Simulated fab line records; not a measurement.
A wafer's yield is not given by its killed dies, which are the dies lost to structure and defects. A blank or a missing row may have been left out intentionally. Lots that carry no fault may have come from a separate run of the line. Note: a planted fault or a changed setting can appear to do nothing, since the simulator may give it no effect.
Which tool did it? + flow gf180mcu + Sampling: 13 lots, 39 wafers, 7 of 602 route steps

== WHAT THE GAUGES SHOWED, per wafer ==
GF_HV_LDD_CD_MEAS_07: the cd target is 400 nm.
| lot  | measured     | on        | cd-nm (nm)        |
|------|--------------|-----------|-------------------|
| L713 | day 10 09:59 | cd-sem-01 | 401.6 399.5 402.5 |
| L714 | day 10 16:14 | cd-sem-01 | 397.5 399.4 397.6 |
| L715 | day 10 23:25 | cd-sem-02 | 400.9 399.0 400.6 |
| L717 | day 11 12:15 | cd-sem-01 | - - -             |
| L726 | day 14 10:33 | cd-sem-02 | 404.6 405.8 403.2 |
| L727 | day 14 14:16 | cd-sem-02 | 397.7 399.2 399.5 |
| L729 | day 15 12:16 | cd-sem-01 | 402.1 400.5 401.0 |
| L730 | day 15 16:49 | cd-sem-02 | 403.3 403.1 402.2 |
| L731 | day 16 01:01 | cd-sem-01 | 398.6 399.3 398.6 |
| L732 | day 16 10:01 | cd-sem-01 | 403.3 404.0 400.2 |
| L733 | day 16 17:27 | cd-sem-01 | 400.1 398.6 399.4 |
| L734 | day 16 22:49 | cd-sem-02 | 396.2 395.1 396.2 |
| L735 | day 17 06:35 | cd-sem-01 | 401.2 402.3 401.1 |

GF_HV_LDD_TW_MEAS_11.
| lot  | measured     | on            | HV_LDD_TW      |
|------|--------------|---------------|----------------|
| L713 | day 10 10:24 | film-metro-02 | 2417 2399 2408 |
| L714 | day 10 16:40 | film-metro-01 | 2408 2388 2394 |
| L715 | day 10 23:49 | film-metro-01 | 2400 2400 2416 |
| L717 | day 11 12:38 | film-metro-01 | 30 30 30       |
| L726 | day 14 10:56 | film-metro-02 | 2387 2401 2400 |
| L727 | day 14 14:40 | film-metro-04 | 2373 2384 2373 |
| L729 | day 15 12:40 | film-metro-02 | 2418 2425 2416 |
| L730 | day 15 17:13 | film-metro-04 | 2409 2407 2406 |
| L731 | day 16 01:25 | film-metro-02 | 2407 2400 2400 |
| L732 | day 16 10:25 | film-metro-01 | 2391 2386 2383 |
| L733 | day 16 17:50 | film-metro-02 | 2382 2393 2401 |
| L734 | day 16 23:13 | film-metro-01 | 2399 2388 2376 |
| L735 | day 17 07:00 | film-metro-02 | 2401 2386 2394 |

GF_HV_LDD_TW_MEAS_23.
| lot  | measured     | on            | HV_LDD_2_TW    |
|------|--------------|---------------|----------------|
| L713 | day 11 05:16 | film-metro-04 | 1051 1045 1048 |
| L714 | day 11 11:58 | film-metro-02 | 1057 1054 1050 |
| L715 | day 11 19:34 | film-metro-02 | 1047 1052 1056 |
| L717 | day 12 08:02 | film-metro-01 | 2426 2442 2450 |
| L726 | day 15 08:26 | film-metro-01 | 1052 1051 1048 |
| L727 | day 15 11:54 | film-metro-04 | 1056 1062 1057 |
| L729 | day 16 11:04 | film-metro-04 | 1056 1051 1045 |
| L730 | day 16 15:01 | film-metro-01 | 1048 1042 1045 |
| L731 | day 16 23:49 | film-metro-02 | 1056 1051 1053 |
| L732 | day 17 09:19 | film-metro-04 | 1046 1038 1046 |
| L733 | day 17 17:26 | film-metro-04 | 1043 1039 1040 |
| L734 | day 17 21:31 | film-metro-01 | 1054 1047 1051 |
| L735 | day 18 06:52 | film-metro-01 | 1052 1053 1048 |

GF_M2_OVL_MEAS_15.
| lot  | measured     | on         | M2_OVL (nm) |
|------|--------------|------------|-------------|
| L713 | day 19 17:53 | overlay-02 | 3 11 1      |
| L714 | day 20 00:53 | overlay-02 | -2 -7 -9    |
| L715 | day 20 11:35 | overlay-02 | -2 -6 -1    |
| L726 | day 24 12:41 | overlay-01 | -5 -3 -8    |
| L727 | day 24 17:13 | overlay-01 | -4 -6 4     |
| L729 | day 25 16:13 | overlay-02 | 3 6 8       |
| L730 | day 25 19:03 | overlay-02 | -10 -1 -8   |
| L731 | day 26 04:26 | overlay-01 | -4 -3 -4    |
| L732 | day 26 11:11 | overlay-01 | 1 1 -1      |
| L733 | day 26 20:16 | overlay-01 | -6 -7 -3    |
| L734 | day 26 22:27 | overlay-02 | 5 -13 -4    |
| L735 | day 27 07:04 | overlay-02 | -9 -2 -4    |

GF_V2_THK_MEAS_01.
| lot  | measured     | on            | V2_CVD_00_THK (nm) |
|------|--------------|---------------|--------------------|
| L713 | day 19 19:11 | film-metro-02 | 604 599 602        |
| L714 | day 20 01:38 | film-metro-01 | 607 594 594        |
| L715 | day 20 12:45 | film-metro-01 | 602 594 600        |
| L726 | day 24 13:29 | film-metro-01 | 602 597 607        |
| L727 | day 24 17:59 | film-metro-02 | 587 591 595        |
| L729 | day 25 17:01 | film-metro-04 | 597 610 605        |
| L730 | day 25 19:50 | film-metro-04 | 589 602 590        |
| L731 | day 26 05:11 | film-metro-04 | 596 602 601        |
| L732 | day 26 11:57 | film-metro-01 | 601 602 603        |
| L733 | day 26 21:02 | film-metro-01 | 608 602 603        |
| L734 | day 26 23:13 | film-metro-01 | 601 610 606        |
| L735 | day 27 07:50 | film-metro-04 | 598 601 595        |

== TOOL THAT RAN EACH LOT (tool first, then ch and the chambers of the sampled wafers, then the start) ==
| lot  | GF_HV_LDD_EXPOSE_04                 | GF_CONTACT_ETCH_17                            |
|------|-------------------------------------|-----------------------------------------------|
| L713 | iline-stepper-02 ch 0, day 10 00:55 | rie-diel-03 ch 1,3, day 19 17:53 or earlier   |
| L714 | iline-stepper-01 ch 0, day 10 07:18 | rie-diel-03 ch 1,2,3, day 20 00:53 or earlier |
| L715 | iline-stepper-02 ch 0, day 10 14:27 | rie-diel-02 ch 2,3, day 20 11:35 or earlier   |
| L717 | iline-stepper-02 ch 0, day 11 03:16 | -                                             |
| L726 | iline-stepper-02 ch 0, day 14 00:33 | rie-diel-04 ch 0,1,2, day 24 12:41 or earlier |
| L727 | iline-stepper-02 ch 0, day 14 04:05 | rie-diel-02 ch 0,1,3, day 24 17:13 or earlier |
| L729 | iline-stepper-02 ch 0, day 15 01:52 | rie-diel-03 ch 0,1,2, day 25 16:13 or earlier |
| L730 | iline-stepper-02 ch 0, day 15 06:23 | rie-diel-04 ch 0,1,3, day 25 19:03 or earlier |
| L731 | iline-stepper-02 ch 0, day 15 13:47 | rie-diel-04 ch 2,3, day 26 04:26 or earlier   |
| L732 | iline-stepper-02 ch 0, day 15 23:09 | rie-diel-04 ch 1,2,3, day 26 11:11 or earlier |
| L733 | iline-stepper-01 ch 0, day 16 06:05 | rie-diel-04 ch 2,3, day 26 20:16 or earlier   |
| L734 | iline-stepper-02 ch 0, day 16 11:23 | rie-diel-03 ch 0,3, day 26 22:27 or earlier   |
| L735 | iline-stepper-01 ch 0, day 16 19:25 | rie-diel-02 ch 0,2,3, day 27 07:04 or earlier |
- GF_HV_LDD_EXPOSE_04: exposes mask Nplus LV AREA, target cd 400 nm.
- GF_CONTACT_ETCH_17: etches SiO2 in C4F8/O2/Ar, stops on CoSi2, target depth 860 nm.

== WHAT THE TOOLS THEMSELVES READ (means of the sampled wafers that have a number; where no wafer has one, the mark that the record gives instead) ==
GF_CONTACT_ETCH_17.
| lot  | tool        | oes-product-au (a.u.) |
|------|-------------|-----------------------|
| L713 | rie-diel-03 | 0.821                 |
| L714 | rie-diel-03 | 0.818                 |
| L715 | rie-diel-02 | 0.817                 |
| L726 | rie-diel-04 | 0.819                 |
| L727 | rie-diel-02 | 0.815                 |
| L729 | rie-diel-03 | 0.820                 |
| L730 | rie-diel-04 | 0.822                 |
| L731 | rie-diel-04 | 0.815                 |
| L732 | rie-diel-04 | 0.815                 |
| L733 | rie-diel-04 | 0.816                 |
| L734 | rie-diel-03 | 0.818                 |
| L735 | rie-diel-02 | 0.818                 |

== THE ANSWER, worked out from the rows above alone ==
Rule: usual is defined by the lots themselves. Put in order of their means at a reading, lots are off if they are a third of the lots or fewer, leave a main group of 4 or more, and stand apart from it by a gap of 3 or more times the standard deviation of the main group's means; of several such gaps the widest counts. If all means in a main group match to the digits the tables above print for the reading, that group is not used. A lot without any number at a reading at which 4 lots or more have one is off too. The other lots that the step has rows for count as sound. First the gauges in route order, then the tools' own readings, where a lot's mean is used as printed above. At the first step where some lot is off, the reading lying furthest off is the one used; lots without a number count as furthest.
Off: L717, at GF_HV_LDD_CD_MEAS_07 (cd-nm). Without a number there: L717. The main group has a mean of 400.4 nm with a standard deviation of 2.3.
A tool fits if, at a process step before that reading, it ran every lot that is off, and no sound lot after the first of them. The gauges at GF_HV_LDD_CD_MEAS_07 aren't tried: what is off there is off at GF_HV_LDD_TW_MEAS_11 too, on other tools, and a gauge's error can't cause that. Of those tried, none fits.

== WHAT THE SIMULATOR HAD PUT IN ==
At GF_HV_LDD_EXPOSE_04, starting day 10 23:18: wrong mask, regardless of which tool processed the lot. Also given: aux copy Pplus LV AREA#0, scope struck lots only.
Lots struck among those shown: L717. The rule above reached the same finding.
